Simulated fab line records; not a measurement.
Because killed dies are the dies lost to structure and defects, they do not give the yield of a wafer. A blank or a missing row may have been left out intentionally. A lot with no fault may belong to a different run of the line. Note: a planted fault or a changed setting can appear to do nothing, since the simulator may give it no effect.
fab line records	flow sky130
record lots=24	wafers=72	last_day=50
route steps=708 shown VIA1@474 VIA2@508 CAPM@538
lots untouched by any fault: they come from a run of this same line in which no faults occurred
start_h: hours from the record's opening day to when the first of the lot's shown wafers began	wait_h: how many hours have passed since the lot's step before this one	" same as the row above	L1.1+2: several wafers, shown together as one row	- no value, or no start was given	* or withheld: withheld	< > ~ a bound
route shown NAME@n: a module of which the file shows steps, and the number in the route of the first	usual: the fault-free wafers' mean and standard deviation	same: alike in all rows	chamber/n: place in a boat	sites: readings site by site	_std_site: standard deviation across them	_edge_site: the outer-site mean with the inner-site mean subtracted	radius_mm: how far each site lies from the wafer's centre	mask NAME#n: copy n	behind: the tool/chamber that last shaped the wafer	hold: why the lot went on hold/how many hours it stayed there/how the hold came to an end	device: the transistor (n, p or np) that didn't switch	end of line: the same wafers' tests at the end of the route	for a step that has no rows: nothing shown but its recipe	killed: at the first sort, the dies lost to defects and structure; wafer yield is something else	map: a wafer's dies, x killed, . not, _ none there
set.NAME: the run value of the setting; set.NAME@STEP: its run value at that earlier step	model.NAME: the simulator's own value behind a step, which no gauge read
the route's steps for a sample of lots (tables are steps, rows are wafers)
services: from which hour (start_h, from the record's first day; less than 0 if before it) a tool's chamber was out of use, for how many hours, and why
## steps
# step SKY_VIA1_STRIP_16
# recipe chemistry=O2/N2	power_w=1400	pressure_mtorr=1500	platen_temp_c=withheld	o2_flow_sccm=3000	n2_flow_sccm=300	overash_fraction=0.5
# usual chamber_pressure_mTorr=1500.1/1.3	drypump_motor_current_A=5.86/0.26	n2_flow_sccm=300.0/0.96	oes_product_au=0.416/0.0044	strip_time_to_endpoint_s=4.45/0.03
lot.wafer	tool	chamber	start_h	wait_h	chamber_pressure_mTorr	drypump_motor_current_A	n2_flow_sccm	oes_product_au	rf_hours_counter_h	strip_time_to_endpoint_s
L075.1	plasma_asher-04	1	803.94	0.0	1499.9	5.53	300.6	0.422	103	4.42
L075.4	"	0	"	"	1500.5	6.19	300.5	0.412	-	4.44
L075.6	"	1	"	"	1500.3	5.54	299.8	0.416	-	4.47
L074.2	plasma_asher-04	0	809.77	0.0	1500.0	6.21	300.3	0.410	103	4.40
L074.3	"	1	"	"	1500.6	5.58	300.2	0.417	-	4.45
L074.5	"	1	"	"	1500.2	5.58	299.3	0.415	-	4.43
L076.1	plasma_asher-01	1	829.44	0.0	1501.6	6.03	299.7	0.412	40	4.46
L076.5	"	0	"	"	1500.4	5.62	300.2	0.409	-	4.44
L076.6	"	1	"	"	1499.9	6.03	301.0	0.411	-	4.41
L077.1	plasma_asher-04	1	829.72	0.0	1497.7	5.60	300.2	0.419	106	4.49
L077.2	"	0	"	"	1499.3	6.17	298.6	0.419	106	4.45
L077.4	"	1	"	"	1501.6	5.54	299.5	0.409	-	4.40
L079.2	plasma_asher-04	0	834.97	0.0	1500.7	6.16	300.4	0.416	106	4.43
L079.4	"	0	"	"	1499.6	6.18	300.0	0.409	-	4.42
L079.5	"	0	"	"	1501.4	6.19	302.3	0.419	-	4.45
L078.3	plasma_asher-03	1	843.00	0.1	1497.6	5.64	300.2	0.421	-	4.49
L078.4	"	0	"	"	1498.2	6.10	300.8	0.415	-	4.49
L078.6	"	1	"	"	1501.1	5.63	301.5	0.420	-	4.49
L084.2	plasma_asher-03	1	890.42	0.0	1501.0	5.66	297.8	0.413	79	4.44
L084.3	"	1	"	"	1500.4	5.65	298.2	0.415	-	4.47
L084.6	"	1	"	"	1499.2	5.62	298.6	0.413	-	4.51
L082.3	plasma_asher-03	1	893.37	0.1	1498.3	5.63	298.8	0.422	-	4.44
L082.4	"	0	"	"	1499.9	6.10	299.7	0.413	-	4.42
L082.5	"	0	"	"	1500.8	6.15	299.2	0.405	-	4.43
L081.2	plasma_asher-03	0	895.77	0.0	1502.1	6.12	300.1	0.415	80	4.41
L081.4	"	1	"	"	1498.4	5.67	300.6	0.418	-	4.47
L081.6	"	1	"	"	1500.9	5.68	300.4	0.415	-	4.48
L085.3	plasma_asher-04	0	898.61	0.1	1498.0	6.19	300.7	0.417	-	4.44
L085.5	"	1	"	"	1498.9	5.53	301.3	0.418	-	4.45
L085.6	"	0	"	"	1500.2	6.20	299.8	0.418	-	4.48
L087.1	plasma_asher-01	1	898.84	0.0	1500.3	6.02	299.8	0.417	45	4.43
L087.3	"	0	"	"	1499.5	5.63	300.9	0.413	-	4.42
L087.5	"	1	"	"	1500.2	6.05	300.9	0.416	-	4.43
L080.4	plasma_asher-03	1	899.87	0.1	1499.6	5.65	298.9	0.413	-	4.41
L080.5	"	1	"	"	1497.7	5.64	297.2	0.423	-	4.44
L080.6	"	0	"	"	1502.3	6.07	300.0	0.411	-	4.40
L086.2	plasma_asher-01	0	901.63	0.0	1498.9	5.63	299.3	0.410	46	4.46
L086.5	"	1	"	"	1502.8	6.02	299.9	0.430	-	4.48
L086.6	"	0	"	"	1497.9	5.63	300.2	0.418	-	4.47
L088.1	plasma_asher-01	1	902.39	0.0	1499.4	6.03	300.7	0.409	46	4.46
L088.2	"	0	"	"	1499.1	5.62	299.7	0.409	46	4.48
L088.3	"	0	"	"	1501.2	5.62	300.1	0.417	-	4.48
L083.2	plasma_asher-01	0	903.04	0.0	1500.2	5.62	301.2	0.417	46	4.48
L083.3	"	1	"	"	1499.7	6.06	301.0	0.416	-	4.48
L083.5	"	0	"	"	1498.6	5.61	301.7	0.420	-	4.48
L089.1	plasma_asher-03	0	903.88	0.0	1501.6	6.09	299.5	0.418	81	4.49
L089.3	"	0	"	"	1498.5	6.11	300.3	0.415	-	4.47
L089.6	"	1	"	"	1500.9	5.62	301.4	0.419	-	4.50
L090.2	plasma_asher-01	1	908.83	0.0	1502.2	6.04	299.5	0.421	47	4.47
L090.3	"	1	"	"	1501.2	6.05	299.0	0.415	-	4.43
L090.5	"	1	"	"	1501.2	6.07	299.3	0.408	-	4.45
L091.2	plasma_asher-03	0	928.34	0.0	1499.6	6.13	301.8	0.414	83	4.48
L091.5	"	0	"	"	1499.4	6.09	300.8	0.419	-	4.47
L091.6	"	1	"	"	1497.5	5.65	298.7	0.410	-	4.45
L092.1	plasma_asher-03	1	931.39	0.0	1499.5	5.64	301.1	0.415	83	4.46
L092.2	"	0	"	"	1501.2	6.10	300.5	0.416	83	4.42
L092.5	"	0	"	"	1499.5	6.07	300.1	0.418	-	4.42
L093.2	plasma_asher-01	1	931.82	0.0	1501.6	6.05	299.2	0.411	49	4.46
L093.3	"	1	"	"	1500.3	6.02	300.5	0.414	-	4.44
L093.4	"	0	"	"	1503.4	5.62	299.0	0.416	-	4.46
L094.3	plasma_asher-04	1	932.86	0.1	1500.5	5.54	300.6	0.423	-	4.43
L094.4	"	0	"	"	1502.8	6.20	300.4	0.418	-	4.45
L094.5	"	1	"	"	1500.7	5.54	300.2	0.409	-	4.41
L095.1	plasma_asher-01	1	940.43	0.0	1498.7	6.03	299.8	0.418	50	4.43
L095.3	"	0	"	"	1499.9	5.65	301.8	0.414	-	4.51
L095.5	"	1	"	"	1499.7	6.04	300.1	0.417	-	4.47
L096.4	plasma_asher-04	1	952.07	0.1	1500.8	5.55	301.2	0.419	-	4.48
L096.5	"	0	"	"	1500.8	6.18	299.4	0.410	-	4.46
L096.6	"	1	"	"	1498.0	5.53	299.7	0.417	-	4.47
L097.2	plasma_asher-04	1	956.22	0.0	1498.9	5.54	299.8	0.415	119	4.49
L097.5	"	0	"	"	1499.0	6.19	300.4	0.425	-	4.43
L097.6	"	1	"	"	1500.2	5.53	300.4	0.419	-	4.44
# step SKY_VIA2_THK_MEAS_01
# recipe reads=SiO2_of_VIA2_HDPCVD_00
# usual VIA2_HDPCVD_THK=1179/15
lot.wafer	tool	chamber	start_h	wait_h	VIA2_HDPCVD_THK[nm]
L075.1	film_metro-03	-	833.01	0.1	1186
L075.4	"	-	"	"	1156
L075.6	"	-	"	"	1185
L074.2	film_metro-01	-	838.95	0.1	1172
L074.3	"	-	"	"	1176
L074.5	"	-	"	"	1186
L076.1	film_metro-01	-	857.59	0.1	1187
L076.5	"	-	"	"	1198
L076.6	"	-	"	"	1140
L077.1	film_metro-03	-	858.37	0.1	1179
L077.2	"	-	"	"	1191
L077.4	"	-	"	"	1174
L079.2	film_metro-03	-	862.62	0.1	1199
L079.4	"	-	"	"	1211
L079.5	"	-	"	"	1166
L078.3	film_metro-01	-	872.03	0.1	1170
L078.4	"	-	"	"	1148
L078.6	"	-	"	"	1156
L084.2	film_metro-02	-	917.10	0.1	1171
L084.3	"	-	"	"	1185
L084.6	"	-	"	"	1171
L082.3	film_metro-01	-	920.93	0.1	1166
L082.4	"	-	"	"	1176
L082.5	"	-	"	"	1181
L081.2	film_metro-03	-	922.87	0.1	1154
L081.4	"	-	"	"	1185
L081.6	"	-	"	"	1186
L085.3	film_metro-02	-	925.61	0.1	1170
L085.5	"	-	"	"	1181
L085.6	"	-	"	"	1173
L087.1	film_metro-03	-	926.22	0.1	1191
L087.3	"	-	"	"	1171
L087.5	"	-	"	"	1174
L080.4	film_metro-02	-	927.27	0.0	1165
L080.5	"	-	"	"	1157
L080.6	"	-	"	"	1181
L086.2	film_metro-01	-	928.83	0.1	1191
L086.5	"	-	"	"	1195
L086.6	"	-	"	"	1161
L088.1	film_metro-03	-	929.85	0.1	1164
L088.2	"	-	"	"	1188
L088.3	"	-	"	"	1187
L083.2	film_metro-02	-	930.61	0.1	1159
L083.3	"	-	"	"	1187
L083.5	"	-	"	"	1170
L089.1	film_metro-01	-	930.78	0.1	1196
L089.3	"	-	"	"	1187
L089.6	"	-	"	"	1188
L090.2	film_metro-01	-	936.49	0.1	1179
L090.3	"	-	"	"	1179
L090.5	"	-	"	"	1193
L091.2	film_metro-01	-	954.35	0.1	1211
L091.5	"	-	"	"	1202
L091.6	"	-	"	"	1200
L092.1	film_metro-01	-	958.04	0.1	1187
L092.2	"	-	"	"	1201
L092.5	"	-	"	"	1172
L093.2	film_metro-01	-	958.76	0.1	1177
L093.3	"	-	"	"	1191
L093.4	"	-	"	"	1169
L094.3	film_metro-03	-	959.39	0.1	1185
L094.4	"	-	"	"	1184
L094.5	"	-	"	"	1176
L095.1	film_metro-03	-	966.71	0.1	1167
L095.3	"	-	"	"	1181
L095.5	"	-	"	"	1191
L096.4	film_metro-01	-	977.98	0.0	1191
L096.5	"	-	"	"	1172
L096.6	"	-	"	"	1191
L097.2	film_metro-03	-	982.31	0.1	1186
L097.5	"	-	"	"	1176
L097.6	"	-	"	"	1190
# step SKY_VIA2_ETCH_15
# recipe target=SiO2	chemistry=C4F8/O2/Ar	target_depth_nm=546	stop_on=TiN	mask_material=KrF-thick	source_w=1500	bias_w=1200	pressure_mtorr=40	c4f8_flow_sccm=withheld	O2_flow_sccm=6	Ar_flow_sccm=300	time_s=84
# usual chamber_pressure_mTorr=40.00/0.033	oes_product_au=0.940/0.0044
# same time_s=84
lot.wafer	tool	chamber	start_h	wait_h	chamber_pressure_mTorr	oes_product_au	rf_hours_counter_h
L075.1	rie_diel-04	0	859.25	0.0	40.04	0.939	19
L075.4	"	3	"	"	40.04	0.934	15
L075.6	"	0	"	"	40.02	0.939	-
L074.2	rie_diel-02	2	865.09	0.0	39.96	0.941	14
L074.3	"	1	"	"	39.96	0.939	18
L074.5	"	3	"	"	40.01	0.941	-
L076.1	rie_diel-03	3	884.34	0.0	40.02	0.931	18
L076.5	"	0	"	"	39.99	0.939	-
L076.6	"	3	"	"	40.01	0.939	-
L077.1	rie_diel-02	0	884.99	0.0	39.99	0.947	7
L077.2	"	1	"	"	40.04	0.944	18
L077.4	"	3	"	"	39.96	0.941	13
L079.2	rie_diel-03	1	888.64	0.0	39.97	0.945	6
L079.4	"	2	"	"	40.00	0.943	18
L079.5	"	1	"	"	40.03	0.952	-
L078.3	rie_diel-02	0	898.15	0.0	40.05	0.934	8
L078.4	"	3	"	"	39.99	0.943	14
L078.6	"	3	"	"	39.95	0.936	-
L084.2	rie_diel-04	1	941.30	0.0	40.05	0.942	14
L084.3	"	2	"	"	39.99	0.945	24
L084.6	"	3	"	"	40.02	0.940	-
L082.3	rie_diel-04	0	945.04	0.0	39.99	0.937	21
L082.4	"	1	"	"	39.96	0.935	14
L082.5	"	2	"	"	39.93	0.936	-
L081.2	rie_diel-03	3	947.85	0.0	39.98	0.940	20
L081.4	"	0	"	"	39.93	0.942	16
L081.6	"	2	"	"	40.00	0.939	-
L085.3	rie_diel-03	1	950.69	0.0	40.00	0.937	8
L085.5	"	1	"	"	39.97	0.935	-
L085.6	"	0	"	"	40.00	0.941	-
L087.1	rie_diel-04	1	951.64	0.0	39.99	0.937	14
L087.3	"	0	"	"	40.00	0.935	21
L087.5	"	1	"	"	40.00	0.939	-
L080.4	rie_diel-02	3	952.10	0.0	40.02	0.938	15
L080.5	"	1	"	"	39.97	0.943	-
L080.6	"	2	"	"	40.02	0.938	-
L086.2	rie_diel-02	0	953.28	0.0	39.97	0.949	9
L086.5	"	2	"	"	40.06	0.942	-
L086.6	"	3	"	"	39.98	0.938	-
L088.1	rie_diel-03	1	954.23	0.0	40.01	0.940	8
L088.2	"	2	"	"	40.00	0.933	20
L088.3	"	0	"	"	39.99	0.934	16
L083.2	rie_diel-03	2	955.23	0.0	39.98	0.947	20
L083.3	"	3	"	"	40.00	0.940	20
L083.5	"	0	"	"	40.03	0.933	-
L089.1	rie_diel-04	0	955.69	0.0	39.94	0.940	21
L089.3	"	3	"	"	39.96	0.931	19
L089.6	"	2	"	"	40.01	0.946	-
L090.2	rie_diel-02	0	960.58	0.0	40.00	0.936	9
L090.3	"	3	"	"	39.97	0.947	15
L090.5	"	1	"	"	40.00	0.944	-
L091.2	rie_diel-03	0	978.65	0.0	39.98	0.938	17
L091.5	"	0	"	"	40.01	0.937	-
L091.6	"	1	"	"	39.98	0.943	-
L092.1	rie_diel-04	2	982.65	0.0	39.99	0.937	26
L092.2	"	0	"	"	39.94	0.939	22
L092.5	"	2	"	"	40.00	0.937	-
L093.2	rie_diel-04	1	983.24	0.0	40.03	0.944	15
L093.3	"	0	"	"	40.03	0.936	22
L093.4	"	3	"	"	39.99	0.940	20
L094.3	rie_diel-03	2	983.59	0.0	39.94	0.942	21
L094.4	"	3	"	"	40.09	0.935	21
L094.5	"	3	"	"	39.97	0.941	-
L095.1	rie_diel-04	1	990.49	0.0	40.02	0.941	15
L095.3	"	2	"	"	40.00	0.935	26
L095.5	"	1	"	"	40.03	0.942	-
L096.4	rie_diel-03	2	1002.49	0.0	39.97	0.944	21
L096.5	"	3	"	"	39.98	0.940	-
L096.6	"	2	"	"	40.03	0.940	-
L097.2	rie_diel-03	2	1007.25	0.0	39.96	0.935	22
L097.5	"	2	"	"	40.02	0.937	-
L097.6	"	3	"	"	39.99	0.938	-
# step SKY_VIA2_THK_MEAS_23
# recipe thk_meas_gauge=xrf	reads=W_of_VIA2_CVD_21
# usual VIA2_W_THK=402/5.3
lot.wafer	tool	chamber	start_h	wait_h	VIA2_W_THK[nm]
L075.1	film_metro-03	-	860.26	0.1	408
L075.4	"	-	"	"	391
L075.6	"	-	"	"	391
L074.2	film_metro-03	-	866.08	0.1	398
L074.3	"	-	"	"	408
L074.5	"	-	"	"	405
L076.1	film_metro-02	-	885.34	0.1	401
L076.5	"	-	"	"	401
L076.6	"	-	"	"	398
L077.1	film_metro-01	-	885.99	0.1	403
L077.2	"	-	"	"	402
L077.4	"	-	"	"	401
L079.2	film_metro-01	-	889.62	0.1	400
L079.4	"	-	"	"	406
L079.5	"	-	"	"	397
L078.3	film_metro-02	-	899.14	0.1	398
L078.4	"	-	"	"	397
L078.6	"	-	"	"	400
L084.2	film_metro-01	-	942.31	0.1	404
L084.3	"	-	"	"	404
L084.6	"	-	"	"	406
L082.3	film_metro-01	-	946.03	0.1	413
L082.4	"	-	"	"	406
L082.5	"	-	"	"	408
L081.2	film_metro-01	-	948.87	0.1	401
L081.4	"	-	"	"	392
L081.6	"	-	"	"	399
L085.3	film_metro-01	-	951.68	0.1	408
L085.5	"	-	"	"	399
L085.6	"	-	"	"	408
L087.1	film_metro-02	-	952.64	0.1	397
L087.3	"	-	"	"	399
L087.5	"	-	"	"	403
L080.4	film_metro-01	-	953.11	0.1	409
L080.5	"	-	"	"	407
L080.6	"	-	"	"	406
L086.2	film_metro-03	-	954.26	0.1	406
L086.5	"	-	"	"	403
L086.6	"	-	"	"	408
L088.1	film_metro-01	-	955.20	0.1	398
L088.2	"	-	"	"	404
L088.3	"	-	"	"	399
L083.2	film_metro-01	-	956.21	0.1	407
L083.3	"	-	"	"	404
L083.5	"	-	"	"	407
L089.1	film_metro-03	-	956.80	0.1	408
L089.3	"	-	"	"	401
L089.6	"	-	"	"	406
L090.2	film_metro-03	-	961.60	0.1	403
L090.3	"	-	"	"	393
L090.5	"	-	"	"	396
L091.2	film_metro-01	-	979.95	0.1	391
L091.5	"	-	"	"	400
L091.6	"	-	"	"	390
L092.1	film_metro-02	-	983.62	0.1	392
L092.2	"	-	"	"	396
L092.5	"	-	"	"	392
L093.2	film_metro-01	-	984.23	0.1	411
L093.3	"	-	"	"	403
L093.4	"	-	"	"	405
L094.3	film_metro-01	-	984.59	0.1	399
L094.4	"	-	"	"	403
L094.5	"	-	"	"	398
L095.1	film_metro-02	-	991.50	0.1	404
L095.3	"	-	"	"	411
L095.5	"	-	"	"	400
L096.4	film_metro-01	-	1003.49	0.1	408
L096.5	"	-	"	"	412
L096.6	"	-	"	"	409
L097.2	film_metro-02	-	1008.23	0.1	398
L097.5	"	-	"	"	394
L097.6	"	-	"	"	395
# step SKY_CAPM_THK_MEAS_01
# recipe reads=SiO2_of_CAPM_CVD_00
# usual CAPM_CVD_00_THK=15.35/0.26
lot.wafer	tool	chamber	start_h	wait_h	CAPM_CVD_00_THK[nm]
L075.1	film_metro-01	-	860.86	-	15.09
L075.4	"	-	"	"	15.55
L075.6	"	-	"	"	15.36
L074.2	film_metro-03	-	866.61	-	15.04
L074.3	"	-	"	"	15.67
L074.5	"	-	"	"	15.34
L076.1	film_metro-03	-	885.88	-	15.52
L076.5	"	-	"	"	15.87
L076.6	"	-	"	"	15.47
L077.1	film_metro-01	-	886.53	-	15.11
L077.2	"	-	"	"	15.05
L077.4	"	-	"	"	15.60
L079.2	film_metro-03	-	890.16	-	15.30
L079.4	"	-	"	"	15.47
L079.5	"	-	"	"	15.55
L078.3	film_metro-03	-	899.67	-	15.10
L078.4	"	-	"	"	15.83
L078.6	"	-	"	"	15.30
L084.2	film_metro-04	-	942.86	-	15.23
L084.3	"	-	"	"	15.42
L084.6	"	-	"	"	15.19
L082.3	film_metro-04	-	946.57	-	15.32
L082.4	"	-	"	"	15.68
L082.5	"	-	"	"	15.37
L081.2	film_metro-01	-	949.42	-	15.50
L081.4	"	-	"	"	15.48
L081.6	"	-	"	"	15.44
L085.3	film_metro-04	-	952.22	-	15.22
L085.5	"	-	"	"	15.69
L085.6	"	-	"	"	15.43
L087.1	film_metro-03	-	953.17	-	15.13
L087.3	"	-	"	"	14.79
L087.5	"	-	"	"	15.46
L080.4	film_metro-03	-	953.64	-	15.81
L080.5	"	-	"	"	15.44
L080.6	"	-	"	"	15.65
L086.2	film_metro-04	-	954.79	-	15.07
L086.5	"	-	"	"	15.35
L086.6	"	-	"	"	15.69
L088.1	film_metro-03	-	955.73	-	15.19
L088.2	"	-	"	"	15.16
L088.3	"	-	"	"	14.85
L083.2	film_metro-04	-	956.75	-	15.45
L083.3	"	-	"	"	15.05
L083.5	"	-	"	"	15.35
L089.1	film_metro-04	-	957.50	-	15.25
L089.3	"	-	"	"	15.33
L089.6	"	-	"	"	15.27
L090.2	film_metro-04	-	962.13	-	15.39
L090.3	"	-	"	"	15.36
L090.5	"	-	"	"	15.52
L091.2	film_metro-01	-	980.52	-	15.15
L091.5	"	-	"	"	15.48
L091.6	"	-	"	"	15.40
L092.1	film_metro-04	-	984.15	-	15.27
L092.2	"	-	"	"	15.06
L092.5	"	-	"	"	15.39
L093.2	film_metro-04	-	984.76	-	15.22
L093.3	"	-	"	"	15.04
L093.4	"	-	"	"	15.37
L094.3	film_metro-03	-	985.12	-	15.09
L094.4	"	-	"	"	15.16
L094.5	"	-	"	"	15.43
L095.1	film_metro-01	-	992.04	-	15.32
L095.3	"	-	"	"	15.20
L095.5	"	-	"	"	15.55
L096.4	film_metro-01	-	1004.07	-	16.01
L096.5	"	-	"	"	15.88
L096.6	"	-	"	"	15.83
L097.2	film_metro-01	-	1008.78	-	14.75
L097.5	"	-	"	"	15.00
L097.6	"	-	"	"	15.07
# step SKY_CAPM_RS_MEAS_03
# recipe thk_meas_gauge=four-point-probe	reads=TiN_of_CAPM_SPUTTER_02
# usual CAPM_TIN_RS=6.92/0.12
lot.wafer	tool	chamber	start_h	wait_h	CAPM_TIN_RS[ohm/sq]
L075.1	film_metro-03	-	861.03	0.1	7.09
L075.4	"	-	"	"	7.05
L075.6	"	-	"	"	6.85
L074.2	film_metro-01	-	866.79	0.1	6.98
L074.3	"	-	"	"	7.00
L074.5	"	-	"	"	6.83
L076.1	film_metro-04	-	886.05	0.1	6.85
L076.5	"	-	"	"	6.92
L076.6	"	-	"	"	6.87
L077.1	film_metro-04	-	886.70	0.1	7.09
L077.2	"	-	"	"	7.06
L077.4	"	-	"	"	7.06
L079.2	film_metro-04	-	890.33	0.1	6.85
L079.4	"	-	"	"	6.84
L079.5	"	-	"	"	6.80
L078.3	film_metro-04	-	899.86	0.1	6.90
L078.4	"	-	"	"	7.00
L078.6	"	-	"	"	6.82
L084.2	film_metro-01	-	943.03	0.1	6.94
L084.3	"	-	"	"	7.01
L084.6	"	-	"	"	7.15
L082.3	film_metro-01	-	946.76	0.1	6.73
L082.4	"	-	"	"	6.72
L082.5	"	-	"	"	6.71
L081.2	film_metro-04	-	949.60	0.1	6.83
L081.4	"	-	"	"	6.80
L081.6	"	-	"	"	6.79
L085.3	film_metro-01	-	952.41	0.1	7.00
L085.5	"	-	"	"	7.01
L085.6	"	-	"	"	6.89
L087.1	film_metro-04	-	953.34	0.1	7.03
L087.3	"	-	"	"	6.86
L087.5	"	-	"	"	6.91
L080.4	film_metro-03	-	953.84	0.1	6.80
L080.5	"	-	"	"	6.97
L080.6	"	-	"	"	6.81
L086.2	film_metro-03	-	954.97	0.1	6.77
L086.5	"	-	"	"	6.99
L086.6	"	-	"	"	6.84
L088.1	film_metro-04	-	955.90	0.1	7.09
L088.2	"	-	"	"	6.98
L088.3	"	-	"	"	6.91
L083.2	film_metro-04	-	956.93	0.1	6.91
L083.3	"	-	"	"	7.00
L083.5	"	-	"	"	7.02
L089.1	film_metro-01	-	957.67	0.1	6.91
L089.3	"	-	"	"	6.82
L089.6	"	-	"	"	6.99
L090.2	film_metro-01	-	962.31	0.1	7.10
L090.3	"	-	"	"	6.95
L090.5	"	-	"	"	7.08
L091.2	film_metro-04	-	980.70	0.1	6.87
L091.5	"	-	"	"	7.12
L091.6	"	-	"	"	6.89
L092.1	film_metro-03	-	984.32	0.1	7.04
L092.2	"	-	"	"	6.87
L092.5	"	-	"	"	6.87
L093.2	film_metro-01	-	984.94	0.1	7.02
L093.3	"	-	"	"	6.83
L093.4	"	-	"	"	6.79
L094.3	film_metro-04	-	985.31	0.1	6.84
L094.4	"	-	"	"	6.91
L094.5	"	-	"	"	6.84
L095.1	film_metro-04	-	992.20	0.1	6.84
L095.3	"	-	"	"	6.90
L095.5	"	-	"	"	6.75
L096.4	film_metro-04	-	1004.27	0.1	7.15
L096.5	"	-	"	"	7.11
L096.6	"	-	"	"	7.03
L097.2	film_metro-04	-	1008.96	0.1	6.78
L097.5	"	-	"	"	6.81
L097.6	"	-	"	"	6.77
## services
tool	chamber	start_h	hours	kind
rie_diel-02	-	801.30	2.8	pm
rie_diel-04	1	821.09	10.4	repair
rie_diel-02	0	832.33	25.1	repair
rie_diel-03	0	834.21	7.7	repair
rie_diel-02	0	862.49	3.1	repair
rie_diel-04	0	885.38	18.9	repair
plasma_asher-01	-	885.88	12.9	repair
rie_diel-02	-	905.42	0.3	repair
rie_diel-03	1	935.57	2.7	repair
plasma_asher-04	-	937.45	1.3	repair
rie_diel-03	3	988.73	6.5	repair
rie_diel-03	-	1004.10	2.8	pm
## key
fault none
